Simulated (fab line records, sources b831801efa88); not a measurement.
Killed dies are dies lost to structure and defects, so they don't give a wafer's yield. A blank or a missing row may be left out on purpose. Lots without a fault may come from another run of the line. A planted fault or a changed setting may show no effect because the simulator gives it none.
fab line records | flow sfq_line | part 1 of 2: steps 1 to 28 of 41
record lots=5 wafers=15 last_day=89
route steps=325 shown I1@86 M2@88 I2@103 M3@118
lots that met no fault: from a run of the same line without faults
start_h: hours from the record's first day to the start of the lot's first wafer shown | wait_h: hours since the lot's step before | " the same as in the row above | L1.1+2: a row that stands for several wafers | - no value, or no start given | * or withheld: withheld | < > ~ a bound
route shown NAME@n: a module of which the file shows steps, and the number in the route of the first | usual: mean/standard deviation of fault-free wafers | same: alike in all rows | chamber/n: place in a boat | sites: the reading at each site | _std_site: their standard deviation | _edge_site: outer sites' mean less inner sites' | radius_mm: how far each site lies from the wafer's centre | mask NAME#n: copy n | behind: the tool/chamber that last shaped the wafer | hold: why the lot was held/for how many hours/how that ended | device: the transistor (n, p or np) that didn't switch | end of line: the same wafers' tests at the end of the route | a step without rows: its recipe alone | killed: dies lost to structure and defects at the first sort, not the wafer's yield | map: a wafer's dies, x killed, . not, _ none there
set.NAME: the setting as run; set.NAME@STEP: as run at that earlier step | model.NAME: the simulator's own value behind a step, which no gauge read
lots at some steps of the route; a table a step, a row a wafer
services: from which hour (start_h, from the record's first day; less than 0 if before it) a tool's chamber was out of use, for how many hours, and why
## steps
# step SFQ_TRILAYER_I1_VIA_STRIP_STRIP_053
# recipe gas=O2 power_w=200 platen_temp_c=40 overash_fraction=0.65 chemistry=O2 pressure_mtorr=50
# usual drypump_motor_current_A=5.8/0.31 oes_product_au=1.004/0.0074
# columns lot.wafer tool chamber start_h wait_h drypump_motor_current_A oes_product_au rf_hours_counter_h
L081.1 rie_metal-04 1 587.78 - 6.1 0.993 110
L081.3 " 1 " " 6.1 0.995 -
L081.5 " 1 " " 6.1 0.995 -
L083.2 rie_metal-01 1 590.18 - 5.5 1.010 89
L083.3 " 0 " " 5.9 1.010 -
L083.4 " 1 " " 5.5 0.995 -
L085.1 rie_metal-02 1 597.38 - 6.2 1.017 3
L085.3 " 1 " " 6.3 1.012 -
L085.5 " 1 " " 6.3 1.010 -
L086.3 rie_metal-01 0 599.98 - 5.9 1.015 -
L086.4 " 1 " " 5.5 1.003 -
L086.5 " 1 " " 5.4 0.999 -
L088.3 rie_metal-04 0 604.78 - 6.2 1.022 -
L088.4 " 1 " " 6.0 0.997 -
L088.5 " 0 " " 6.2 1.016 -
# step SFQ_TRILAYER_I1_VIA_STRIP_SOLV_CLEAN_054
# recipe chemistry=NMP temp_c=70 time_s=600
# usual bath_guard_temp_C=70.0/0.48
# columns lot.wafer tool chamber start_h wait_h bath_guard_temp_C
L081.1 wet_bench-01 6 588.38 0.4 70.0
L081.3 " 0 " " 69.6
L081.5 " 3 " " 69.6
L083.2 wet_bench-03 6 590.78 0.4 70.5
L083.3 " 7 " " 70.8
L083.4 " 0 " " 69.1
L085.1 wet_bench-02 5 597.98 0.4 70.5
L085.3 " 0 " " 69.3
L085.5 " 1 " " 69.6
L086.3 wet_bench-03 7 600.38 0.2 70.3
L086.4 " 1 " " 70.4
L086.5 " 6 " " 70.7
L088.3 wet_bench-01 6 605.18 0.2 69.7
L088.4 " 3 " " 69.4
L088.5 " 4 " " 70.0
# step SFQ_TRILAYER_M2_DEP_PRE_CLEAN_056
# recipe gas=Ar time_s=22.5 bias_v=250
# columns lot.wafer tool chamber start_h wait_h
L081.1+3+5 pvd_sputter-03 - 588.57 0.0
L083.2+3+4 pvd_sputter-03 - 590.95 0.0
L085.1+3+5 pvd_sputter-04 - 598.15 0.0
L086.3+4+5 pvd_sputter-03 - 600.55 0.0
L088.3+4+5 pvd_sputter-03 - 605.37 0.0
# step SFQ_TRILAYER_M2_DEP_SPUTTER_055
# recipe material=Nb base_pressure_pa=1.33e-06 chamber_pressure_pa=0.1333 substrate_temp_c=20 resputter_cathode_voltage_v=400 target_thk_nm=200 power_w=2000 time_s=133.3
# usual throttle_valve_pct=30.4/1.1
# columns lot.wafer tool chamber start_h wait_h throttle_valve_pct
L081.1 pvd_sputter-03 - 588.60 0.0 30.3
L081.3 " - " " 31.4
L081.5 " - " " 28.3
L083.2 pvd_sputter-03 - 590.98 0.0 29.6
L083.3 " - " " 31.0
L083.4 " - " " 28.3
L085.1 pvd_sputter-04 - 598.18 0.0 31.0
L085.3 " - " " 31.0
L085.5 " - " " 31.2
L086.3 pvd_sputter-03 - 600.58 0.0 30.9
L086.4 " - " " 29.7
L086.5 " - " " 30.5
L088.3 pvd_sputter-03 - 605.40 0.0 30.4
L088.4 " - " " 31.1
L088.5 " - " " 29.5
# step SFQ_M2_RS_MEAS_914
# recipe thk_meas_gauge=four-point-probe reads=Nb_of_TRILAYER_M2_DEP_SPUTTER_055
# usual M2_NB_RS=0.886/0.0087
# columns lot.wafer tool chamber start_h wait_h M2_NB_RS[ohm/sq]
L081.1 film_metro-03 - 588.69 0.0 0.903
L081.3 " - " " 0.902
L081.5 " - " " 0.892
L083.2 film_metro-03 - 591.09 0.1 0.875
L083.3 " - " " 0.886
L083.4 " - " " 0.879
L085.1 film_metro-02 - 598.27 0.0 0.878
L085.3 " - " " 0.871
L085.5 " - " " 0.880
L086.3 film_metro-03 - 600.71 0.1 0.890
L086.4 " - " " 0.895
L086.5 " - " " 0.898
L088.3 film_metro-03 - 605.53 0.1 0.891
L088.4 " - " " 0.887
L088.5 " - " " 0.889
# step SFQ_TRILAYER_M2_LITHO_COAT_062
# recipe resist=BARC spin_rpm=3000 resist_thk_nm=62
# columns lot.wafer tool chamber start_h wait_h
L081.1+3+5 litho_track-02 0 588.87 0.1
L083.2+3+4 litho_track-04 0 591.30 0.1
L085.1+3+5 litho_track-04 0 598.45 0.1
L086.3+4+5 litho_track-04 0 600.95 0.1
L088.3+4+5 litho_track-04 0 605.77 0.1
# step SFQ_TRILAYER_M2_LITHO_COAT_057
# recipe resist=KrF spin_rpm=3000 resist_thk_nm=600
# columns lot.wafer tool chamber start_h wait_h
L081.1+3+5 litho_track-02 0 589.17 0.2
L083.2+3+4 litho_track-04 0 591.60 0.2
L085.1+3+5 litho_track-04 0 598.75 0.2
L086.3+4+5 litho_track-04 0 601.25 0.2
L088.3+4+5 litho_track-04 0 606.07 0.2
# step SFQ_TRILAYER_M2_LITHO_SOFTBAKE_061
# recipe temp_c=withheld time_s=withheld resist=KrF
# columns lot.wafer tool chamber start_h wait_h
L081.1+3+5 litho_track-02 0 589.47 0.2
L083.2+3+4 litho_track-04 0 591.88 0.2
L085.1+3+5 litho_track-04 0 599.05 0.2
L086.3+4+5 litho_track-04 0 601.50 0.2
L088.3+4+5 litho_track-04 0 606.32 0.2
# step SFQ_TRILAYER_M2_LITHO_EXPOSE_058
# recipe mask_id=M2 na=0.6 source_shape=conventional sigma_outer=0.65 target_cd_nm=500 dose_mj=14.4
# columns lot.wafer tool chamber start_h wait_h mask
L081.1+3+5 krf_scanner-02 0 760.60 - M2#0
L083.2+3+4 krf_scanner-02 0 764.40 - M2#0
L085.1+3+5 krf_scanner-02 0 772.99 - M2#0
L086.3+4+5 krf_scanner-02 0 774.59 - M2#0
L088.3+4+5 krf_scanner-02 0 776.99 - M2#0
# step SFQ_TRILAYER_M2_LITHO_PEB_060
# recipe peb_temp_c=115 peb_time_s=60 resist=KrF
# usual plate_temp_C=115.00/0.14
# columns lot.wafer tool chamber start_h wait_h plate_temp_C
L081.1 litho_track-04 0 761.80 1.0 115.24
L081.3 " 0 " " 115.09
L081.5 " 0 " " 115.16
L083.2 litho_track-02 0 765.43 0.8 114.99
L083.3 " 0 " " 115.17
L083.4 " 0 " " 114.98
L085.1 litho_track-01 0 774.19 1.0 114.96
L085.3 " 0 " " 115.18
L085.5 " 0 " " 114.84
L086.3 litho_track-01 0 775.44 0.7 115.12
L086.4 " 0 " " 114.93
L086.5 " 0 " " 115.16
L088.3 litho_track-04 0 777.84 0.7 115.07
L088.4 " 0 " " 115.28
L088.5 " 0 " " 114.90
# step SFQ_TRILAYER_M2_LITHO_DEVELOP_059
# recipe time_s=60 resist=KrF
# columns lot.wafer tool chamber start_h wait_h
L081.1+3+5 litho_track-04 0 761.95 0.1
L083.2+3+4 litho_track-02 0 765.58 0.1
L085.1+3+5 litho_track-01 0 774.34 0.1
L086.3+4+5 litho_track-01 0 775.59 0.1
L088.3+4+5 litho_track-04 0 777.99 0.1
# step SFQ_M2_OVL_MEAS_916
# usual M2_OVL=4/5.3
# columns lot.wafer tool chamber start_h wait_h M2_OVL[nm]
L081.1 overlay-01 - 762.10 0.1 6
L081.3 " - " " 4
L081.5 " - " " 9
L083.2 overlay-01 - 765.71 0.1 0
L083.3 " - " " -2
L083.4 " - " " -6
L085.1 overlay-01 - 774.49 0.1 -2
L085.3 " - " " -3
L085.5 " - " " 0
L086.3 overlay-01 - 775.70 0.1 12
L086.4 " - " " 9
L086.5 " - " " 5
L088.3 overlay-01 - 778.10 0.1 -5
L088.4 " - " " 1
L088.5 " - " " -4
# step SFQ_TRILAYER_M2_BARC_OPEN_METAL_ETCH_077
# recipe mask_material=PR chemistry=O2 target_depth_nm=125 target=BARC icp_w=600 bias_w=80 pressure_mtorr=10 time_s=41.7
# usual drypump_motor_current_A=5.7/0.42 oes_product_au=0.685/0.0047
# columns lot.wafer tool chamber start_h wait_h drypump_motor_current_A oes_product_au rf_hours_counter_h
L081.1 rie_metal-03 1 762.14 0.0 5.3 0.692 61
L081.3 " 1 " " 5.3 0.684 -
L081.5 " 1 " " 5.3 0.685 -
L083.2 rie_metal-03 0 765.74 0.0 5.4 0.687 54
L083.3 " 0 " " 5.4 0.683 -
L083.4 " 1 " " 5.3 0.670 -
L085.1 rie_metal-03 1 774.52 0.0 5.3 0.679 63
L085.3 " 1 " " 5.3 0.686 -
L085.5 " 0 " " 5.4 0.680 -
L086.3 rie_metal-04 0 775.74 0.0 6.2 0.682 -
L086.4 " 1 " " 6.1 0.683 -
L086.5 " 0 " " 6.2 0.686 -
L088.3 rie_metal-03 0 778.14 0.0 5.4 0.680 -
L088.4 " 1 " " 5.3 0.677 -
L088.5 " 0 " " 5.4 0.682 -
# step SFQ_TRILAYER_M2_ETCH_METAL_ETCH_060
# recipe target=Nb stop_on=SiO2 mask_material=PR chemistry=Cl2/Ar target_depth_nm=240 icp_w=600 bias_w=80 pressure_mtorr=10 time_s=120
# usual drypump_motor_current_A=5.7/0.42 oes_product_au=0.897/0.0066
# columns lot.wafer tool chamber start_h wait_h drypump_motor_current_A oes_product_au rf_hours_counter_h
L081.1 rie_metal-03 1 762.26 0.1 5.3 0.882 61
L081.3 " 1 " " 5.3 0.899 -
L081.5 " 1 " " 5.3 0.891 -
L083.2 rie_metal-03 0 765.80 0.0 5.3 0.902 54
L083.3 " 0 " " 5.4 0.892 -
L083.4 " 1 " " 5.3 0.900 -
L085.1 rie_metal-03 1 774.58 0.0 5.3 0.897 63
L085.3 " 1 " " 5.3 0.906 -
L085.5 " 0 " " 5.3 0.903 -
L086.3 rie_metal-04 0 775.83 0.1 6.3 0.893 -
L086.4 " 1 " " 6.1 0.895 -
L086.5 " 0 " " 6.3 0.895 -
L088.3 rie_metal-03 0 778.23 0.1 5.3 0.889 -
L088.4 " 1 " " 5.3 0.907 -
L088.5 " 0 " " 5.3 0.894 -
# step SFQ_TRILAYER_M2_STRIP_STRIP_061
# recipe gas=O2 power_w=200 platen_temp_c=40 overash_fraction=0.65 chemistry=O2 pressure_mtorr=50
# usual drypump_motor_current_A=5.7/0.42 oes_product_au=1.005/0.0087
# columns lot.wafer tool chamber start_h wait_h drypump_motor_current_A oes_product_au rf_hours_counter_h
L081.1 rie_metal-03 1 762.51 0.2 5.3 1.009 61
L081.3 " 1 " " 5.3 1.006 -
L081.5 " 1 " " 5.3 1.004 -
L083.2 rie_metal-03 0 765.92 0.1 5.4 1.010 54
L083.3 " 0 " " 5.4 1.012 -
L083.4 " 1 " " 5.3 1.007 -
L085.1 rie_metal-03 1 774.71 0.1 5.3 1.005 64
L085.3 " 1 " " 5.3 1.002 -
L085.5 " 0 " " 5.4 1.014 -
L086.3 rie_metal-04 0 776.11 0.2 6.2 1.014 -
L086.4 " 1 " " 6.1 0.981 -
L086.5 " 0 " " 6.2 1.002 -
L088.3 rie_metal-03 0 778.51 0.2 5.4 1.010 -
L088.4 " 1 " " 5.3 1.005 -
L088.5 " 0 " " 5.4 1.021 -
# step SFQ_TRILAYER_M2_STRIP_SOLV_CLEAN_062
# recipe chemistry=NMP temp_c=70 time_s=600
# usual bath_guard_temp_C=70.0/0.56
# columns lot.wafer tool chamber start_h wait_h bath_guard_temp_C
L081.1 wet_bench-03 6 763.71 1.0 70.9
L081.3 " 3 " " 69.7
L081.5 " 2 " " 69.8
L083.2 wet_bench-03 3 766.52 0.4 69.6
L083.3 " 7 " " 70.7
L083.4 " 6 " " 70.4
L085.1 wet_bench-03 3 775.31 0.4 69.5
L085.3 " 2 " " 69.9
L085.5 " 7 " " 70.5
L086.3 wet_bench-02 7 776.51 0.2 71.0
L086.4 " 2 " " 70.7
L086.5 " 6 " " 69.3
L088.3 wet_bench-03 1 778.91 0.2 70.0
L088.4 " 5 " " 70.7
L088.5 " 0 " " 69.7
# step SFQ_TRILAYER_I2_DEP_PECVD_063
# recipe material=SiO2 temp_c=150 time_s=111.11 pressure_torr=2.4 rf_w=183.3 precursor=SiH4/N2O target_thk_nm=500
# usual heater_power_w=77/16 throttle_valve_pct=24.9/1.4
# columns lot.wafer tool chamber start_h wait_h heater_power_w throttle_valve_pct
L081.1 pecvd-03 0 763.88 0.0 95 24.5
L081.3 " 1 " " 85 27.4
L081.5 " 1 " " 87 27.0
L083.2 pecvd-02 0 766.70 0.0 52 25.6
L083.3 " 1 " " 79 25.3
L083.4 " 2 " " 100 24.7
L085.1 pecvd-01 2 775.48 0.0 91 24.6
L085.3 " 1 " " 85 22.4
L085.5 " 1 " " 68 22.4
L086.3 pecvd-03 0 776.72 0.0 83 24.4
L086.4 " 1 " " 96 27.7
L086.5 " 1 " " 80 27.3
L088.3 pecvd-03 0 779.08 0.0 83 24.3
L088.4 " 2 " " 49 26.0
L088.5 " 1 " " 95 27.2
# step SFQ_TRILAYER_I2_CMP_CMP_064
# recipe material=SiO2 down_force_psi=3 platen_rpm=60 pad_velocity_m_s=0.94248
# usual edge_zone_pressure_frac=1.000/0.0048 motor_current_A=10.0/0.99 time_to_endpoint_s=218/9.4
# columns lot.wafer tool chamber start_h wait_h edge_zone_pressure_frac motor_current_A time_to_endpoint_s
L081.3 cmp-01 3 764.50 0.5 1.005 9.0 208
L081.1 " 1 765.50 1.6 1.003 11.0 216
L081.5 " 3 766.50 2.5 1.007 8.9 219
L083.2 cmp-01 2 767.00 0.3 1.002 10.1 215
L083.4 " 3 " " 0.998 9.6 229
L083.3 " 0 " " 1.008 10.5 227
L085.3 cmp-01 3 778.70 3.2 1.004 8.8 203
L085.1 " 0 " " 1.009 11.1 211
L085.5 " 1 " " 0.996 10.8 215
L086.4 cmp-01 1 780.70 3.9 1.005 10.6 212
L086.3 " 3 781.70 4.9 1.006 9.4 224
L086.5 " 1 782.70 5.9 1.007 10.9 214
L088.4 cmp-01 2 787.70 8.5 0.991 9.9 214
L088.3 " 3 " " 0.993 9.0 220
L088.5 " 0 " " 1.002 11.0 219
# step SFQ_I2_BOW_MEAS_917
# recipe mode=bow
# usual I2_BOW=3/9.5
# columns lot.wafer tool chamber start_h wait_h I2_BOW[um]
L081.1 film_metro-01 - 767.00 1.0 13
L081.3 " - " " 6
L081.5 " - " " -4
L083.2 film_metro-01 - 770.02 2.5 -1
L083.3 " - " " 10
L083.4 " - " " -4
L085.1 film_metro-01 - 780.70 1.0 4
L085.3 " - " " 5
L085.5 " - " " -11
L086.3 film_metro-03 - 783.74 1.5 18
L086.4 " - " " 13
L086.5 " - " " 9
L088.3 film_metro-01 - 789.74 1.0 9
L088.4 " - " " 16
L088.5 " - " " -7
# step SFQ_TRILAYER_I2_METRO_MEASURE_065
# usual thk_nm=200.6/1.1
# columns lot.wafer tool chamber start_h wait_h thk_nm
L081.1 film_metro-01 - 767.12 0.1 200.9
L081.3 " - " " 202.1
L081.5 " - " " 201.8
L083.2 film_metro-01 - 770.32 0.3 199.2
L083.3 " - " " 201.6
L083.4 " - " " 200.9
L085.1 film_metro-01 - 780.82 0.1 202.3
L085.3 " - " " 201.1
L085.5 " - " " 202.4
L086.3 film_metro-03 - 784.22 0.5 200.8
L086.4 " - " " 201.0
L086.5 " - " " 199.9
L088.3 film_metro-01 - 790.22 0.5 201.4
L088.4 " - " " 198.9
L088.5 " - " " 201.9
# step SFQ_TRILAYER_I2_VIA_LITHO_COAT_072
# recipe resist=BARC spin_rpm=3000 resist_thk_nm=62
# columns lot.wafer tool chamber start_h wait_h
L081.1+3+5 litho_track-01 0 768.32 1.0
L083.2+3+4 litho_track-02 0 771.37 0.8
L085.1+3+5 litho_track-02 0 782.02 1.0
L086.3+4+5 litho_track-02 0 785.12 0.7
L088.3+4+5 litho_track-03 0 791.12 0.7
# step SFQ_TRILAYER_I2_VIA_LITHO_COAT_067
# recipe resist=KrF spin_rpm=3000 resist_thk_nm=650
# columns lot.wafer tool chamber start_h wait_h
L081.1+3+5 litho_track-01 0 768.62 0.2
L083.2+3+4 litho_track-02 0 771.67 0.2
L085.1+3+5 litho_track-02 0 782.32 0.2
L086.3+4+5 litho_track-02 0 785.42 0.2
L088.3+4+5 litho_track-03 0 791.42 0.2
# step SFQ_TRILAYER_I2_VIA_LITHO_SOFTBAKE_071
# recipe temp_c=withheld time_s=withheld resist=KrF
# columns lot.wafer tool chamber start_h wait_h
L081.1+3+5 litho_track-01 0 768.92 0.2
L083.2+3+4 litho_track-02 0 771.94 0.2
L085.1+3+5 litho_track-02 0 782.62 0.2
L086.3+4+5 litho_track-02 0 785.67 0.2
L088.3+4+5 litho_track-03 0 791.67 0.2
# step SFQ_TRILAYER_I2_VIA_LITHO_EXPOSE_068
# recipe mask_id=I2 na=0.6 source_shape=conventional sigma_outer=0.65 target_cd_nm=500 dose_mj=21.3
# columns lot.wafer tool chamber start_h wait_h mask
L081.1+3+5 krf_scanner-02 0 897.50 - I2#0
L083.2+3+4 krf_scanner-02 0 902.50 - I2#0
L085.1+3+5 krf_scanner-01 0 906.29 - I2#0
L086.3+4+5 krf_scanner-01 0 907.89 - I2#0
L088.3+4+5 krf_scanner-01 0 915.09 - I2#0
# step SFQ_TRILAYER_I2_VIA_LITHO_PEB_070
# recipe peb_temp_c=115 peb_time_s=60 resist=KrF
# usual plate_temp_C=115.00/0.14
# columns lot.wafer tool chamber start_h wait_h plate_temp_C
L081.1 litho_track-03 0 898.70 1.0 114.96
L081.3 " 0 " " 114.94
L081.5 " 0 " " 115.07
L083.2 litho_track-03 0 903.52 0.8 115.01
L083.3 " 0 " " 114.73
L083.4 " 0 " " 114.86
L085.1 litho_track-01 0 907.49 1.0 114.96
L085.3 " 0 " " 115.12
L085.5 " 0 " " 114.85
L086.3 litho_track-01 0 908.74 0.7 115.10
L086.4 " 0 " " 114.99
L086.5 " 0 " " 115.17
L088.3 litho_track-01 0 915.94 0.7 114.91
L088.4 " 0 " " 115.15
L088.5 " 0 " " 115.07
# step SFQ_TRILAYER_I2_VIA_LITHO_DEVELOP_069
# recipe time_s=60 resist=KrF
# columns lot.wafer tool chamber start_h wait_h
L081.1+3+5 litho_track-03 0 898.85 0.1
L083.2+3+4 litho_track-03 0 903.67 0.1
L085.1+3+5 litho_track-01 0 907.64 0.1
L086.3+4+5 litho_track-01 0 908.89 0.1
L088.3+4+5 litho_track-01 0 916.09 0.1
# step SFQ_I2_OVL_MEAS_918
# usual I2_OVL=-3/6.1
# columns lot.wafer tool chamber start_h wait_h I2_OVL[nm]
L081.1 overlay-02 - 899.00 0.1 -4
L081.3 " - " " -1
L081.5 " - " " -7
L083.2 overlay-02 - 903.80 0.1 -2
L083.3 " - " " -3
L083.4 " - " " -4
L085.1 overlay-02 - 907.79 0.1 -5
L085.3 " - " " -9
L085.5 " - " " -14
L086.3 overlay-02 - 909.00 0.1 2
L086.4 " - " " 3
L086.5 " - " " 7
L088.3 overlay-02 - 916.20 0.1 -6
L088.4 " - " " -7
L088.5 " - " " -11
# step SFQ_TRILAYER_I2_VIA_BARC_OPEN_VIA_ETCH_096
# recipe mask_material=PR chemistry=O2 target_depth_nm=125 target=BARC source_w=500 bias_w=80 pressure_mtorr=30 time_s=41.7
# usual drypump_motor_current_A=5.6/0.47 oes_product_au=0.685/0.0045
# columns lot.wafer tool chamber start_h wait_h drypump_motor_current_A oes_product_au rf_hours_counter_h
L081.1 rie_diel-04 0 899.03 0.0 6.5 0.677 8
L081.3 " 2 " " 4.7 0.680 8
L081.5 " 2 " " 4.7 0.689 -
L083.2 rie_diel-01 2 903.83 0.0 6.1 0.679 29
L083.3 " 0 " " 5.4 0.688 1
L083.4 " 1 " " 5.3 0.686 1
L085.1 rie_diel-01 0 907.82 0.0 5.4 0.684 1
L085.3 " 1 " " 5.3 0.689 1
L085.5 " 3 " " 5.7 0.685 -
L086.3 rie_diel-04 3 909.02 0.0 4.9 0.681 11
L086.4 " 0 " " 6.6 0.685 8
L086.5 " 3 " " 4.9 0.684 -
L088.3 rie_diel-01 0 916.22 0.0 5.4 0.692 1
L088.4 " 1 " " 5.3 0.690 -
L088.5 " 3 " " 5.6 0.686 -
